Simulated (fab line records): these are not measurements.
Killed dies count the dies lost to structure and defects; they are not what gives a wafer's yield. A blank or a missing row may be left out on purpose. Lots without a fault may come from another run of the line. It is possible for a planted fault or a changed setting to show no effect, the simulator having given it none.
Which of the tools did it? | flow sky130 | 10 lots, 30 wafers sampled, at 5 steps of a route of 708

== WHAT THE GAUGES READ, wafer by wafer ==
SKY_VIA4_OVL_MEAS_11. Usual: VIA4_OVL -2.1 nm, standard deviation 1.1.
lot  | measured     | on         | VIA4_OVL (nm)  | flag
L625 | day 43 16:36 | overlay-02 | -2.1 -1.8 -3.0 |
L627 | day 44 17:08 | overlay-01 | -3.0 -3.7 -2.4 |
L634 | day 46 12:57 | overlay-01 | -2.9 -3.1 -1.9 |
L636 | day 47 03:29 | overlay-01 | -3.0 -2.7 -1.5 |
L640 | day 47 11:41 | overlay-01 | -2.8 -3.3 -3.0 |
L639 | day 47 15:54 | overlay-01 | -2.4 -1.3 -3.3 |
L641 | day 47 23:47 | overlay-01 | -1.7 -0.5 -2.3 |
L642 | day 48 03:01 | overlay-01 | -4.1 -4.1 -2.9 |
L643 | day 48 05:39 | overlay-01 | -3.4 -3.2 -1.7 |
L644 | day 48 11:13 | overlay-01 | -0.9 -3.3 -2.1 |

SKY_VIA4_RS_MEAS_19: the measuring method here is four-point-probe. Usual: VIA4_W_RS 0.2277 ohm/sq, standard deviation 0.0021.
lot  | measured     | on            | VIA4_W_RS (ohm/sq)   | flag
L625 | day 43 17:33 | film metro-01 | 0.1587 0.1567 0.1589 | OFF
L627 | day 44 18:29 | film metro-03 | 0.1581 0.1578 0.1570 | OFF
L634 | day 46 13:53 | film metro-03 | 0.2248 0.2271 0.2267 |
L636 | day 47 04:55 | film metro-03 | 0.2238 0.2256 0.2253 |
L640 | day 47 12:40 | film metro-04 | 0.2251 0.2241 0.2256 |
L639 | day 47 16:49 | film metro-01 | 0.2298 0.2285 0.2281 |
L641 | day 48 00:44 | film metro-03 | 0.2259 0.2269 0.2259 |
L642 | day 48 03:58 | film metro-03 | 0.2281 0.2280 0.2309 |
L643 | day 48 06:35 | film metro-04 | 0.2293 0.2287 0.2258 |
L644 | day 48 12:08 | film metro-04 | 0.2288 0.2287 0.2269 |

SKY_VIA4_THK_MEAS_20: measures by xrf. Usual: VIA4_W_THK 512 nm, standard deviation 5.6.
lot  | measured     | on            | VIA4_W_THK (nm) | flag
L625 | day 43 17:40 | film metro-01 | 743 744 739     | OFF
L627 | day 44 18:36 | film metro-03 | 752 754 760     | OFF
L634 | day 46 14:00 | film metro-03 | 521 514 518     |
L636 | day 47 05:02 | film metro-03 | 522 519 522     |
L640 | day 47 12:46 | film metro-04 | 515 521 517     |
L639 | day 47 16:56 | film metro-01 | 507 507 510     |
L641 | day 48 00:51 | film metro-03 | 513 512 514     |
L642 | day 48 04:05 | film metro-03 | 512 510 500     |
L643 | day 48 06:42 | film metro-04 | 504 507 512     |
L644 | day 48 12:15 | film metro-04 | 506 508 507     |

== EACH LOT AND THE TOOL THAT RAN IT (in order: tool; ch and the chambers of the sampled wafers; start) ==
lot  | SKY_METAL4_STRIP_19                  | SKY_VIA4_CVD_18
L625 | plasma asher-03 ch 0,1, day 42 17:02 | cvd w-01 ch 0,1, day 43 17:23
L627 | plasma asher-02 ch 0,1, day 43 17:54 | cvd w-01 ch 0,1, day 44 18:19
L634 | plasma asher-04 ch 0,1, day 45 15:55 | cvd w-02 ch 0,1, day 46 13:43
L636 | plasma asher-02 ch 0,1, day 46 05:42 | cvd w-02 ch 0,1, day 47 04:43
L640 | plasma asher-02 ch 0,1, day 46 17:08 | cvd w-01 ch 0,1, day 47 12:31
L639 | plasma asher-02 ch 0,1, day 46 19:31 | cvd w-01 ch 0,1, day 47 16:40
L641 | plasma asher-02 ch 0,1, day 47 03:09 | cvd w-02 ch 0,1, day 48 00:35
L642 | plasma asher-04 ch 0,1, day 47 06:25 | cvd w-01 ch 0,1, day 48 03:49
L643 | plasma asher-02 ch 0,1, day 47 08:33 | cvd w-02 ch 0,1, day 48 06:26
L644 | plasma asher-03 ch 0,1, day 47 14:22 | cvd w-01 ch 0,1, day 48 11:59
- SKY_METAL4_STRIP_19: strips in O2/N2.
- SKY_VIA4_CVD_18: deposits W, target thk 505 nm, time 152.14 s.

== AS READ BY THE TOOLS THEMSELVES (means over the sampled wafers that have a number; for cases with no such wafer, the mark the record gives instead) ==
SKY_METAL4_STRIP_19. Usual: drypump motor current A 5.92 A, standard deviation 0.3; oes product au 0.502 a.u., standard deviation 0.0069; strip time to endpoint s 6.51 s, standard deviation 0.11.
lot  | tool            | drypump motor current A (A) | oes product au (a.u.) | strip time to endpoint s (s) | flag
L625 | plasma asher-03 | 6.23                        | 0.506                 | 6.55                         |
L627 | plasma asher-02 | 5.81                        | 0.507                 | 6.56                         |
L634 | plasma asher-04 | 6.09                        | 0.503                 | 6.54                         |
L636 | plasma asher-02 | 5.67                        | 0.497                 | 6.42                         |
L640 | plasma asher-02 | 5.82                        | 0.497                 | 6.41                         |
L639 | plasma asher-02 | 5.78                        | 0.507                 | 6.64                         |
L641 | plasma asher-02 | 5.66                        | 0.503                 | 6.54                         |
L642 | plasma asher-04 | 6.18                        | 0.500                 | 6.55                         |
L643 | plasma asher-02 | 5.66                        | 0.502                 | 6.51                         |
L644 | plasma asher-03 | 6.23                        | 0.497                 | 6.42                         |

SKY_VIA4_CVD_18. Usual: heater power w 871 W, standard deviation 85; susceptor temp C 400.01 C, standard deviation 0.22.
lot  | tool     | heater power w (W) | susceptor temp C (C) | flag
L625 | cvd w-01 | 1062               | 421.03               | OFF
L627 | cvd w-01 | 1042               | 420.85               | OFF
L634 | cvd w-02 | 783                | 400.17               |
L636 | cvd w-02 | 783                | 400.05               |
L640 | cvd w-01 | 916                | 399.98               |
L639 | cvd w-01 | 946                | 399.98               |
L641 | cvd w-02 | 773                | 399.76               |
L642 | cvd w-01 | 929                | 399.83               |
L643 | cvd w-02 | 832                | 400.11               |
L644 | cvd w-01 | 913                | 400.00               |

== THE ANSWER, worked out from the rows above alone ==
Rule: a lot counts as off when the mean over its wafers that have a number is more than 3 standard deviations away from the usual mean. A lot without any number at a reading at which 4 lots or more have one is off too. Where the step has rows for the other lots, those lots are counted as sound. After the gauges, taken in route order, come the tools' own readings; for these a lot's mean is taken, as printed above. The first step at which some lot is off is used, and at that step the reading that is off furthest; a lot without a number counts as furthest.
Off: L625, L627, at SKY_VIA4_RS_MEAS_19 (VIA4_W_RS).
A tool fits if, at a process step before that reading, it ran every lot that is off, and no sound lot after the first of them. Not tried: the gauges at SKY_VIA4_RS_MEAS_19; whatever is off there is also off at SKY_VIA4_CVD_18, on other tools, and gauge error can't account for it. None of those tried fits.

== WHAT THE SIMULATOR HAD PUT IN ==
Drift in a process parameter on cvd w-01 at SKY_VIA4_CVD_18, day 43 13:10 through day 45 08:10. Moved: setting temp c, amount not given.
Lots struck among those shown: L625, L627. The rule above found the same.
